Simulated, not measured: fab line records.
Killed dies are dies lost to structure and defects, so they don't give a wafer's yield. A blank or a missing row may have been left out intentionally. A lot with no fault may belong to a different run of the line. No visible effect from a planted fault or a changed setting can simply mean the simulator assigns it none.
Which tool was responsible? ; flow sky130 ; 39 wafers from 13 lots sampled at 6 of the route's 708 steps

## WHAT EACH GAUGE READ, for each wafer
SKY_VT_ADJUST_LVTN_TW_MEAS_10. Usual: for VT_ADJUST_LVTN_TW the level is 237.2 and the standard deviation is 1.2.
lot;measured;on;VT_ADJUST_LVTN_TW;flag
L923;day 7 08:16;film metro-01;237.9 236.8 236.0;
L925;day 8 00:28;film metro-01;236.3 237.9 236.4;
L928;day 8 13:55;film metro-03;29.6 29.6 29.8;OFF
L927;day 8 14:34;film metro-03;239.3 237.0 238.7;
L930;day 9 04:56;film metro-02;236.6 235.2 235.7;
L938;day 11 05:16;film metro-03;237.6 238.5 238.2;
L939;day 11 12:09;film metro-02;235.6 236.1 236.8;
L940;day 11 14:27;film metro-02;235.2 236.0 234.7;
L941;day 12 01:34;film metro-02;238.1 238.5 236.7;
L942;day 12 02:54;film metro-01;236.6 236.4 236.6;
L943;day 12 12:56;film metro-02;236.6 236.5 237.3;
L945;day 12 19:01;film metro-02;236.1 237.4 237.7;
L946;day 13 09:03;film metro-02;235.9 235.9 236.0;

## WHICH TOOL RAN EACH LOT (tool, then ch and the chambers of the sampled wafers, then the start)
lot;SKY_FIELD_ISO_ETCH_15;SKY_FIELD_ISO_CMP_27;SKY_NWELL_RTA_28;SKY_VT_ADJUST_HVTP_STRIP_10;SKY_VT_ADJUST_LVTN_STRIP_09
L923;rie diel-01 ch 0,2,3, day 2 05:00;cmp-02 ch 0,2,3, day 2 18:25;rtp anneal-01 ch 0, day 5 17:58;plasma asher-01 ch 0,1, day 6 12:53;plasma asher-03 ch 0,1, day 7 08:10
L925;rie diel-01 ch 0,1,2, day 2 18:39;cmp-01 ch 0,2,3, day 3 05:32;rtp anneal-02 ch 0, day 6 08:26;plasma asher-01 ch 0,1, day 7 04:41;plasma asher-01 ch 1, day 8 00:22
L928;rie diel-04 ch 2,3, day 3 07:33;cmp-01 ch 2,3, day 3 21:01;rtp anneal-01 ch 0, day 6 21:47;plasma asher-04 ch 0,1, day 7 17:25;plasma asher-01 ch 0, day 8 13:49
L927;rie diel-02 ch 0,1,2, day 3 08:05;cmp-02 ch 0,1,2, day 3 20:58;rtp anneal-01 ch 0, day 6 22:17;plasma asher-01 ch 0,1, day 7 18:14;plasma asher-02 ch 0,1, day 8 14:27
L930;rie diel-04 ch 0,1,2, day 3 17:20;cmp-01 ch 0,2,3, day 4 05:18;rtp anneal-01 ch 0, day 7 11:34;plasma asher-02 ch 0,1, day 8 07:20;plasma asher-03 ch 0,1, day 9 04:49
L938;rie diel-01 ch 0,1,3, day 5 09:20;cmp-01 ch 0,1,3, day 5 19:55;rtp anneal-02 ch 0, day 9 07:27;plasma asher-01 ch 1, day 10 06:02;plasma asher-01 ch 0, day 11 05:09
L939;rie diel-01 ch 1,3, day 5 22:29;cmp-02 ch 0,3, day 6 02:23;rtp anneal-01 ch 0, day 9 13:01;plasma asher-02 ch 0,1, day 10 11:53;plasma asher-01 ch 0,1, day 11 12:03
L940;rie diel-02 ch 0,2,3, day 5 22:50;cmp-02 ch 2,3, day 6 03:10;rtp anneal-02 ch 0, day 9 15:26;plasma asher-01 ch 0,1, day 10 14:31;plasma asher-03 ch 0,1, day 11 14:21
L941;rie diel-04 ch 0,1, day 6 08:54;cmp-01 ch 2,3, day 6 12:44;rtp anneal-01 ch 0, day 10 01:26;plasma asher-04 ch 0, day 11 01:41;plasma asher-02 ch 0,1, day 12 01:28
L942;rie diel-01 ch 1,2,3, day 6 09:24;cmp-02 ch 0,1,3, day 6 13:58;rtp anneal-02 ch 0, day 10 02:37;plasma asher-01 ch 0,1, day 11 02:56;plasma asher-01 ch 0,1, day 12 02:48
L943;rie diel-01 ch 0,2,3, day 6 16:05;cmp-02 ch 0,2,3, day 6 20:48;rtp anneal-02 ch 0, day 10 11:44;plasma asher-04 ch 0,1, day 11 12:10;plasma asher-01 ch 0,1, day 12 12:50
L945;rie diel-04 ch 0,3, day 6 22:51;cmp-01 ch 0,1,3, day 7 02:32;rtp anneal-02 ch 0, day 10 18:02;plasma asher-02 ch 0,1, day 11 18:13;plasma asher-03 ch 0,1, day 12 18:54
L946;rie diel-02 ch 1,2,3, day 7 04:15;cmp-02 ch 1,2,3, day 7 10:52;rtp anneal-01 ch 0, day 11 07:35;plasma asher-04 ch 0,1, day 12 08:05;plasma asher-03 ch 0,1, day 13 08:57
- SKY_FIELD_ISO_ETCH_15: etches the open film in CHF3/O2, stops on Si, target depth 180 nm, time 72 s.
- SKY_FIELD_ISO_CMP_27: polishes, stops on Si3N4, t overpolish 16 s, target thk 457.8 nm.
- SKY_NWELL_RTA_28: time 30 s.
- SKY_VT_ADJUST_HVTP_STRIP_10: strips in O2/N2.
- SKY_VT_ADJUST_LVTN_STRIP_09: strips in O2/N2.

## AS READ BY THE TOOLS THEMSELVES (means over the sampled wafers that have a number; for cases with no such wafer, the mark the record gives instead)
SKY_FIELD_ISO_ETCH_15. Usual: O2_flow_sccm 5.001 sccm, standard deviation 0.015; chf3 flow sccm 50.02 sccm, standard deviation 0.16; drypump motor current A 5.7 A, standard deviation 0.62; oes product au 0.944 a.u., standard deviation 0.0061; rf fwd power W 595.4 W, standard deviation 2.3; throttle valve pct 8.843 %, standard deviation 0.0086.
lot;tool;O2_flow_sccm (sccm);chf3 flow sccm (sccm);drypump motor current A (A);oes product au (a.u.);rf fwd power W (W);throttle valve pct (%);flag
L923;rie diel-01;5.013;50.04;5.8;0.937;596.6;8.842;
L925;rie diel-01;4.999;50.10;5.7;0.946;597.6;8.842;
L928;rie diel-04;4.992;50.25;6.0;0.941;593.7;8.839;
L927;rie diel-02;5.002;50.13;5.8;0.940;595.0;8.836;
L930;rie diel-04;5.000;50.01;5.6;0.949;591.9;8.851;
L938;rie diel-01;5.000;49.98;5.2;0.945;597.5;8.846;
L939;rie diel-01;4.991;50.15;4.9;0.948;596.5;8.835;
L940;rie diel-02;4.997;49.95;5.8;0.943;595.9;8.842;
L941;rie diel-04;5.008;49.94;5.5;0.945;593.6;8.847;
L942;rie diel-01;4.996;50.04;5.6;0.939;594.5;8.847;
L943;rie diel-01;5.009;50.06;5.8;0.954;594.9;8.852;
L945;rie diel-04;4.994;49.95;5.9;0.938;595.6;8.840;
L946;rie diel-02;4.996;49.94;5.5;0.936;597.0;8.842;

SKY_FIELD_ISO_CMP_27. Usual: head pressure psi 4.001 psi, standard deviation 0.0089; motor current A 11.9 A, standard deviation 1.1; overpolish run s 16.000 s, standard deviation 0.0099; slurry filter dp kPa 13.50 kPa, standard deviation 0.15; time to endpoint s 113 s, standard deviation 3.4.
lot;tool;head pressure psi (psi);motor current A (A);overpolish run s (s);slurry filter dp kPa (kPa);time to endpoint s (s);flag
L923;cmp-02;4.001;12.0;16.005;13.56;118;
L925;cmp-01;4.011;11.2;16.001;13.46;113;
L928;cmp-01;3.995;9.6;15.994;13.46;115;
L927;cmp-02;4.005;12.3;16.000;13.67;113;
L930;cmp-01;4.000;11.4;16.000;13.61;114;
L938;cmp-01;3.988;12.8;16.005;13.58;113;
L939;cmp-02;3.995;12.3;15.997;13.61;112;
L940;cmp-02;4.003;12.3;16.002;13.63;110;
L941;cmp-01;4.001;9.8;15.998;13.47;112;
L942;cmp-02;3.987;12.2;16.012;13.61;114;
L943;cmp-02;3.999;12.2;15.993;13.48;117;
L945;cmp-01;3.996;12.6;15.992;13.41;111;
L946;cmp-02;3.999;11.5;16.013;13.51;114;

SKY_NWELL_RTA_28. Usual: lamp power pct 25.31 %, standard deviation 0.052; wafer_temp_C_max 1054.8, standard deviation 1.
lot;tool;lamp power pct (%);wafer_temp_C_max;flag
L923;rtp anneal-01;25.25;1055.2;
L925;rtp anneal-02;25.32;1055.5;
L928;rtp anneal-01;25.29;1053.7;
L927;rtp anneal-01;25.28;1053.8;
L930;rtp anneal-01;25.30;1054.4;
L938;rtp anneal-02;25.27;1055.1;
L939;rtp anneal-01;25.32;1054.8;
L940;rtp anneal-02;25.30;1055.6;
L941;rtp anneal-01;25.31;1054.4;
L942;rtp anneal-02;25.35;1055.2;
L943;rtp anneal-02;25.30;1054.4;
L945;rtp anneal-02;25.30;1054.3;
L946;rtp anneal-01;25.29;1054.8;

SKY_VT_ADJUST_HVTP_STRIP_10. Usual: drypump motor current A 5.6 A, standard deviation 0.37; oes product au 0.716 a.u., standard deviation 0.0045; strip time to endpoint s 14.19 s, standard deviation 0.032.
lot;tool;drypump motor current A (A);oes product au (a.u.);strip time to endpoint s (s);flag
L923;plasma asher-01;5.3;0.718;14.20;
L925;plasma asher-01;5.3;0.713;14.18;
L928;plasma asher-04;5.5;0.923;-;OFF
L927;plasma asher-01;5.4;0.717;14.18;
L930;plasma asher-02;5.7;0.719;14.15;
L938;plasma asher-01;5.3;0.715;14.19;
L939;plasma asher-02;5.7;0.716;14.16;
L940;plasma asher-01;5.4;0.716;14.18;
L941;plasma asher-04;5.4;0.716;14.18;
L942;plasma asher-01;5.4;0.715;14.16;
L943;plasma asher-04;5.7;0.718;14.21;
L945;plasma asher-02;6.0;0.712;14.18;
L946;plasma asher-04;5.5;0.716;14.16;

SKY_VT_ADJUST_LVTN_STRIP_09. Usual: drypump motor current A 5.5 A, standard deviation 0.36; oes product au 0.723 a.u., standard deviation 0.0048; strip time to endpoint s 36.91 s, standard deviation 0.1.
lot;tool;drypump motor current A (A);oes product au (a.u.);strip time to endpoint s (s);flag
L923;plasma asher-03;5.3;0.720;37.00;
L925;plasma asher-01;5.3;0.724;36.83;
L928;plasma asher-01;5.4;0.726;45.29;OFF
L927;plasma asher-02;5.7;0.722;36.80;
L930;plasma asher-03;5.4;0.725;36.85;
L938;plasma asher-01;5.4;0.722;36.83;
L939;plasma asher-01;5.4;0.720;36.88;
L940;plasma asher-03;5.4;0.723;36.87;
L941;plasma asher-02;6.1;0.725;36.94;
L942;plasma asher-01;5.3;0.719;36.94;
L943;plasma asher-01;5.3;0.726;36.99;
L945;plasma asher-03;5.4;0.720;36.79;
L946;plasma asher-03;5.4;0.725;36.79;

## THE ANSWER, worked out from the rows above alone
Rule: a lot counts as off when the mean over its wafers that have a number is more than 3 standard deviations away from the usual mean. A lot without any number at a reading at which 4 lots or more have one is off too. Where the step has rows for the other lots, those lots are counted as sound. Order of review: gauges by route order, followed by the tools' own readings, for which a lot's mean as printed above is used. The first step at which some lot is off is used, and at that step the reading that is off furthest; a lot without a number counts as furthest.
Off: L928, seen at SKY_VT_ADJUST_LVTN_TW_MEAS_10 (VT_ADJUST_LVTN_TW).
If a tool, at a process step before that reading, ran all the lots that are off and no sound lot after the first of them, it fits. The gauges at SKY_VT_ADJUST_LVTN_TW_MEAS_10 aren't tried: what is off there is off at SKY_VT_ADJUST_HVTP_STRIP_10 too, on other tools, and a gauge's error can't cause that. No candidate that was tried fits.

## WHAT HAD BEEN PUT IN BY THE SIMULATOR
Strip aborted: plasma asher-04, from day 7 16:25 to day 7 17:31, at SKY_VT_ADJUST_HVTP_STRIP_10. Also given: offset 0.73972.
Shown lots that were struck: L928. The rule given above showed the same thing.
